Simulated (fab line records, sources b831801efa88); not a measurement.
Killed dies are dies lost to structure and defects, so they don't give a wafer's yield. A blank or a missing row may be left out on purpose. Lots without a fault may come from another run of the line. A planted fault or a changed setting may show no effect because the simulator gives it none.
Which tool did it? | flow sky130 | 12 lots, 36 wafers sampled, at 5 steps of a route of 708

WHAT THE GAUGES READ, wafer by wafer
SKY_POLY_GATE_OVL_MEAS_14. Usual: POLY_GATE_OVL 2 nm, standard deviation 4.6.
lot  | measured     | on         | POLY_GATE_OVL (nm) | flag
L548 | day 16 04:59 | overlay-02 | 0 3 3              |
L550 | day 16 20:33 | overlay-01 | -3 -4 -2           |
L551 | day 17 16:05 | overlay-01 | 6 2 10             |
L553 | day 18 04:46 | overlay-02 | -5 1 -4            |
L555 | day 19 04:56 | overlay-02 | -1 2 1             |
L559 | day 20 16:40 | overlay-01 | -4 -3 -3           |
L560 | day 20 18:17 | overlay-01 | 6 5 11             |
L561 | day 21 04:20 | overlay-02 | 3 1 -2             |
L562 | day 21 10:55 | overlay-02 | 2 -2 4             |
L563 | day 21 22:26 | overlay-02 | 1 -1 0             |
L564 | day 22 02:16 | overlay-01 | 2 -4 -3            |
L569 | day 24 00:27 | overlay-01 | 1 6 0              |

SKY_SD_P_TW_MEAS_11. Usual: SD_P_TW 2841, standard deviation 15.
lot  | measured     | on            | SD_P_TW        | flag
L548 | day 25 08:52 | film_metro-01 | 2854 2859 2855 |
L550 | day 26 02:54 | film_metro-01 | 2856 2833 2828 |
L551 | day 26 20:44 | film_metro-01 | 2825 2846 2859 |
L553 | day 27 09:32 | film_metro-03 | 2850 2848 2859 |
L555 | day 28 05:14 | film_metro-01 | 2842 2829 2833 |
L559 | day 29 16:51 | film_metro-01 | 2851 2833 2843 |
L560 | day 29 16:31 | film_metro-01 | 2821 2826 2826 |
L561 | day 30 00:08 | film_metro-04 | 2824 2844 2839 |
L562 | day 30 05:05 | film_metro-03 | 2850 2833 2859 |
L563 | day 30 16:52 | film_metro-01 | 2862 2842 2843 |
L564 | day 30 18:26 | film_metro-04 | 2840 2817 2819 |
L569 | day 32 15:06 | film_metro-01 | 2859 2856 2851 |

WHICH TOOL RAN EACH LOT (tool, then ch and the chambers of the sampled wafers, then the start)
lot  | SKY_LDD_HVP_STRIP_09                 | SKY_POLY_CUT_COAT_02              | SKY_POLY_CUT_ETCH_10
L548 | plasma_asher-04 ch 0,1, day 21 10:37 | litho_track-03 ch 0, day 23 11:07 | rie_diel-04 ch 1,2,3, day 24 02:30
L550 | plasma_asher-04 ch 0,1, day 22 04:44 | litho_track-02 ch 0, day 24 05:20 | rie_diel-02 ch 1,2, day 24 20:41
L551 | plasma_asher-03 ch 1, day 22 23:28   | litho_track-02 ch 0, day 24 23:58 | rie_diel-02 ch 0,3, day 25 14:59
L553 | plasma_asher-04 ch 0,1, day 23 13:19 | litho_track-02 ch 0, day 25 12:49 | rie_diel-04 ch 0,1,2, day 26 03:44
L555 | plasma_asher-03 ch 0,1, day 24 10:39 | litho_track-04 ch 0, day 26 09:41 | rie_diel-01 ch 0,1,2, day 27 00:53
L559 | plasma_asher-03 ch 0,1, day 25 22:12 | litho_track-03 ch 0, day 27 20:43 | rie_diel-02 ch 1,2,3, day 28 12:02
L560 | plasma_asher-03 ch 0,1, day 25 23:12 | litho_track-02 ch 0, day 27 20:11 | rie_diel-01 ch 0,2, day 28 11:41
L561 | plasma_asher-04 ch 0,1, day 26 08:40 | litho_track-02 ch 0, day 28 05:37 | rie_diel-04 ch 1,2, day 28 20:05
L562 | plasma_asher-04 ch 0,1, day 26 13:48 | litho_track-04 ch 0, day 28 10:07 | rie_diel-04 ch 0,1,3, day 29 01:05
L563 | plasma_asher-04 ch 0,1, day 27 02:42 | litho_track-03 ch 0, day 28 22:28 | rie_diel-01 ch 0,1,2, day 29 13:08
L564 | plasma_asher-03 ch 0,1, day 27 04:10 | litho_track-02 ch 0, day 29 00:28 | rie_diel-01 ch 0,3, day 29 14:23
L569 | plasma_asher-04 ch 0,1, day 29 00:32 | litho_track-03 ch 0, day 30 21:04 | rie_diel-04 ch 0,1,3, day 31 11:35
- SKY_LDD_HVP_STRIP_09: strips in O2/N2.
- SKY_POLY_CUT_COAT_02: resist thk 60 nm.
- SKY_POLY_CUT_ETCH_10: etches BARC in N2/H2, stops on SiO2, time 45.9 s, target depth 60 nm.

WHAT THE TOOLS THEMSELVES READ (means of the sampled wafers that have a number; where no wafer has one, the mark that the record gives instead)
SKY_LDD_HVP_STRIP_09. Usual: drypump_motor_current_A 5.7 A, standard deviation 0.35; oes_product_au 0.409 a.u., standard deviation 0.0046; strip_time_to_endpoint_s 4.140 s, standard deviation 0.014.
lot  | tool            | drypump_motor_current_A (A) | oes_product_au (a.u.) | strip_time_to_endpoint_s (s) | flag
L548 | plasma_asher-04 | 5.7                         | 0.409                 | 4.140                        |
L550 | plasma_asher-04 | 5.6                         | 0.412                 | 4.155                        |
L551 | plasma_asher-03 | 5.4                         | 0.411                 | 4.152                        |
L553 | plasma_asher-04 | 5.6                         | 0.407                 | 4.138                        |
L555 | plasma_asher-03 | 6.0                         | 0.409                 | 4.119                        |
L559 | plasma_asher-03 | 6.0                         | 0.405                 | 4.150                        |
L560 | plasma_asher-03 | 6.0                         | 0.409                 | 4.130                        |
L561 | plasma_asher-04 | 5.5                         | 0.407                 | 4.159                        |
L562 | plasma_asher-04 | 5.7                         | 0.409                 | 4.138                        |
L563 | plasma_asher-04 | 5.6                         | 0.407                 | 4.132                        |
L564 | plasma_asher-03 | 6.0                         | 0.405                 | 4.142                        |
L569 | plasma_asher-04 | 5.6                         | 0.408                 | 4.127                        |

SKY_POLY_CUT_COAT_02. Usual: spin_speed_rpm 3000.0 rpm, standard deviation 2.2.
lot  | tool           | spin_speed_rpm (rpm) | flag
L548 | litho_track-03 | 2997.9               |
L550 | litho_track-02 | 2999.3               |
L551 | litho_track-02 | 2999.0               |
L553 | litho_track-02 | 3002.7               |
L555 | litho_track-04 | 2998.2               |
L559 | litho_track-03 | 3000.6               |
L560 | litho_track-02 | 2998.1               |
L561 | litho_track-02 | 2756.7               | OFF
L562 | litho_track-04 | 3000.4               |
L563 | litho_track-03 | 2999.3               |
L564 | litho_track-02 | 2757.0               | OFF
L569 | litho_track-03 | 3001.8               |

SKY_POLY_CUT_ETCH_10. Usual: drypump_motor_current_A 5.6 A, standard deviation 0.41; oes_product_au 0.854 a.u., standard deviation 0.0048; throttle_valve_pct 13.225 %, standard deviation 0.0095.
lot  | tool        | drypump_motor_current_A (A) | oes_product_au (a.u.) | throttle_valve_pct (%) | flag
L548 | rie_diel-04 | 5.6                         | 0.859                 | 13.226                 |
L550 | rie_diel-02 | 5.3                         | 0.853                 | 13.225                 |
L551 | rie_diel-02 | 4.8                         | 0.853                 | 13.221                 |
L553 | rie_diel-04 | 5.6                         | 0.859                 | 13.228                 |
L555 | rie_diel-01 | 5.8                         | 0.855                 | 13.233                 |
L559 | rie_diel-02 | 5.1                         | 0.854                 | 13.227                 |
L560 | rie_diel-01 | 5.7                         | 0.853                 | 13.225                 |
L561 | rie_diel-04 | 5.4                         | 0.875                 | 13.225                 | OFF
L562 | rie_diel-04 | 5.9                         | 0.858                 | 13.224                 |
L563 | rie_diel-01 | 5.8                         | 0.855                 | 13.209                 |
L564 | rie_diel-01 | 5.6                         | 0.867                 | 13.226                 |
L569 | rie_diel-04 | 5.9                         | 0.858                 | 13.226                 |

THE ANSWER, worked out from the rows above alone
Rule: a lot is off if the mean of its wafers that have a number lies more than 3 standard deviations from the usual mean. A lot without any number at a reading at which 4 lots or more have one is off too. The other lots that the step has rows for count as sound. The gauges are gone through in route order, then the tools' own readings, and for those a lot's mean is taken as printed above. The first step at which some lot is off is used, and at that step the reading that is off furthest; a lot without a number counts as furthest.
Off: L561, L564, at SKY_POLY_CUT_COAT_02 (spin_speed_rpm).
A tool fits if, at that step or a process step before it, it ran every lot that is off, and no sound lot after the first of them. One fits: litho_track-02 at SKY_POLY_CUT_COAT_02. Its last sound lot is L560 (day 27 20:11), its first lot that is off L561 (day 28 05:37): a fault that began between those two fits.
The tool's own readings at SKY_POLY_CUT_COAT_02 bear it out: on the lots that are off they differ by more than 5 times the standard deviation of the sound lots' means. spin_speed_rpm reads 2756.8 rpm there against 2999.7 rpm on the sound lots.

WHAT THE SIMULATOR HAD PUT IN
Process parameter drift: litho_track-02, from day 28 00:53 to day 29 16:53, at SKY_POLY_CUT_COAT_02. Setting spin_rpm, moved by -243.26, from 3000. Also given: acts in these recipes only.
Lots struck among those shown: L561, L564. The rule above found the same.
